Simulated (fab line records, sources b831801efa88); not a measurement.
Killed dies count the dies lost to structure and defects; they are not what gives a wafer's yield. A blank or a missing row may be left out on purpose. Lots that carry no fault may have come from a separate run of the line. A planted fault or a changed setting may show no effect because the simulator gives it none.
2 desks, one fault / flow gf180mcu / each desk holds nothing but its own numbers, with what lay behind them at the end

TOOL OWNER'S DESK, pvdSputter-03
At GF_TOP_METAL_SPUTTER_01 (material TiN, target thk 30 nm, time 25 s) the tool's own readings: per lot run on this tool, the mean of the sampled wafers that have a number. A lot is out of limits, marked OUT, if its mean lies more than 4 standard deviations from the usual mean; the brackets give that distance.
Columns: A = cathodeDcPowerW at GF_TOP_METAL_SPUTTER_01, usual 6500.0 W; B = chamberPressurePa at GF_TOP_METAL_SPUTTER_01, usual 0.3998 Pa; C = throttleValvePct at GF_TOP_METAL_SPUTTER_01, usual 30.0 %
lot=L853; first seen here=day 28 00:11; A=6501.2; B=0.3996; C=29.1
lot=L862; first seen here=day 30 09:11; A=5871.3 (-99 or more) OUT; B=0.3995; C=29.8
lot=L867; first seen here=day 31 17:49; A=5871.7 (-99 or more) OUT; B=0.3996; C=30.9
This desk's verdict: out of limits on L862, L867, starting with L862 at day 30 09:11 (cathodeDcPowerW at GF_TOP_METAL_SPUTTER_01). Within limits: L853.

METROLOGY DESK
What the gauges read for every lot (on any tool): the sampled wafers with a number, averaged. A lot is out of limits, marked OUT, if its mean lies more than 4 standard deviations from the usual mean; the brackets give that distance.
Columns: A = V5_W_RS at GF_V5_RS_MEAS_24, usual 0.326 ohm/sq; B = V5_W_THK at GF_V5_THK_MEAS_25, usual 379 nm
lot=L853; first seen here=day 27 23:40; A=0.330; B=375
lot=L862; first seen here=day 30 08:36; A=0.319; B=383
lot=L864; first seen here=day 30 20:28; A=0.330; B=369
lot=L867; first seen here=day 31 17:17; A=0.331; B=375
lot=L871; first seen here=day 32 16:07; A=0.311; B=394
lot=L874; first seen here=day 33 11:42; A=0.332; B=374
This desk's verdict: no lot among the 6 shows anything out of limits.

PUT TOGETHER
At day 30 09:11, on L862, L867, the tool owner's desk was in a position to raise an alarm.
Nothing out of limits was seen by the metrology desk.
The metrology desk has L862, L867 on record, within its limits.
The lots listed all ran GF_TOP_METAL_SPUTTER_01 on pvdSputter-03.

WHAT HAD BEEN PUT IN BY THE SIMULATOR
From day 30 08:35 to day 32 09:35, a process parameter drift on pvdSputter-03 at GF_TOP_METAL_SPUTTER_01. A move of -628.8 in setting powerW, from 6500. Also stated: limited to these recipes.
Lots struck among those shown: L862, L867.
Delay in hours, fault start to first out-of-limits reading, by desk: the tool owner's desk at 1.
